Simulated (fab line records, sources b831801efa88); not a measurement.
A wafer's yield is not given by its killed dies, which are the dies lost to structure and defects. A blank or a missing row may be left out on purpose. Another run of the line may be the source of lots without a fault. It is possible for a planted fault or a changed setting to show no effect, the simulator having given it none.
Split-lot experiment | flow sky130 | 5 lots, 23 wafers read, on a route of 708 steps

THE SPLIT ITSELF
At SKY_METAL5_SPUTTER_00 (material Ti, target thk 15 nm, time 10 s), the setting time-s was moved away from the recipe's 10 s on 10 of the 23 wafers read, by -11.0% to +10.0%. All remaining wafers had this setting at the recipe value.

The split's own step is where the reading is taken.

THE READING
Ti_of_METAL5_SPUTTER_00.thk-nm (the simulator's own value, which no gauge read), in nm, at SKY_METAL5_SPUTTER_00 (material Ti, target thk 15 nm, time 10 s). There is no usual value for it anywhere in the file. Here, 13 wafers ran the recipe; their average is 15.07 nm with a standard deviation of 0.18 nm.

wafer  | tool, chamber at the split | time-s as run, s | against the recipe | Ti_of_METAL5_SPUTTER_00.thk-nm, nm | against lot-mates on the recipe
L076.2 | pvd-sputter-03, -          | 10               | recipe             | 15.14                              | -
L076.4 | pvd-sputter-03, -          | 10               | recipe             | 15.16                              | -
L076.5 | pvd-sputter-03, -          | 10               | recipe             | 14.95                              | -
L077.1 | pvd-sputter-04, -          | 9.024            | -9.8%              | 13.4                               | -1.58
L077.4 | pvd-sputter-04, -          | 9.024            | -9.8%              | 13.4                               | -1.58
L077.2 | pvd-sputter-04, -          | 9.024            | -9.8%              | 13.56                              | -1.42
L077.5 | pvd-sputter-04, -          | 10               | recipe             | 14.9                               | -
L077.6 | pvd-sputter-04, -          | 10               | recipe             | 15.06                              | -
L082.1 | pvd-sputter-04, -          | 10               | recipe             | 14.92                              | -
L082.2 | pvd-sputter-04, -          | 10               | recipe             | 15.14                              | -
L082.3 | pvd-sputter-04, -          | 11               | +10.0%             | 16.65                              | +1.62
L082.4 | pvd-sputter-04, -          | 11               | +10.0%             | 16.57                              | +1.54
L082.6 | pvd-sputter-04, -          | 11               | +10.0%             | 16.56                              | +1.53
L083.1 | pvd-sputter-01, -          | 10               | recipe             | 15.43                              | -
L083.2 | pvd-sputter-01, -          | 10               | recipe             | 15.38                              | -
L083.3 | pvd-sputter-01, -          | 10               | recipe             | 15.22                              | -
L083.4 | pvd-sputter-01, -          | 9.25             | -7.5%              | 14.01                              | -1.33
L083.6 | pvd-sputter-01, -          | 9.25             | -7.5%              | 14.16                              | -1.18
L084.1 | pvd-sputter-01, -          | 10               | recipe             | 14.81                              | -
L084.2 | pvd-sputter-01, -          | 8.903            | -11.0%             | 13.39                              | -1.50
L084.3 | pvd-sputter-01, -          | 8.903            | -11.0%             | 13.29                              | -1.60
L084.5 | pvd-sputter-01, -          | 10               | recipe             | 14.95                              | -
L084.6 | pvd-sputter-01, -          | 10               | recipe             | 14.9                               | -

FIT RESULTS
A straight line over all 23 wafers: Ti_of_METAL5_SPUTTER_00.thk-nm changes by +0.155 nm for each +1% of time-s; r = +0.99; the points scatter about the line by 0.17 nm.
The same after taking each lot's own level away (the mean of its wafers on the recipe; 23 wafers): +0.154 nm for each +1%; r = +1.00; scatter 0.098 nm.
The reading moves by 1.7 nm for the largest change in time-s, on that fit.
Across the lots, their own levels run from 14.887 to 15.343 nm, a range of 2.5 times the standard deviation given above.
Consequently the slope shifts little with the lot-to-lot level, the two slopes agreeing.
Check: -1.72 nm against its lot-mates is what the line predicts for one of the wafers moved furthest among these (-11.0%) when that wafer is left out of the fit. Against them it came out at -1.5 nm.

OTHER SPLITS APPLIED TO THESE WAFERS
These wafers also went through other splits before the reading. Each is held against what the fit with the lots' levels taken away leaves over:
other split on the same wafers          | wafers away from the commonest value | r with Ti_of_METAL5_SPUTTER_00.thk-nm (lot level and that fit taken away)
SKY_METAL3_EXPOSE_10 dose-mj            | 9                                    | -0.37
SKY_VIA3_CMP_02 leave-above-ref-nm      | 11                                   | -0.12
SKY_VIA3_SOFTBAKE_08 time-s             | 7                                    | +0.11
SKY_VIA3_SPUTTER_20 chamber-pressure-pa | 15                                   | +0.12
SKY_CAP2M_COAT_07 spin-rpm              | 7                                    | +0.27
SKY_CAP2M_DEVELOP_11 develop-time-s     | 6                                    | -0.18
SKY_VIA4_HDPCVD_00 sih4-flow-sccm       | 5                                    | +0.21
SKY_VIA4_COAT_06 resist-thk-nm          | 7                                    | +0.19
SKY_VIA4_ETCH_12 bias-w                 | 10                                   | -0.20

THE FILE'S OWN FIT
Ti_of_METAL5_SPUTTER_00.thk-nm changes by +0.153 nm for each +1% of time-s, r = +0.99.
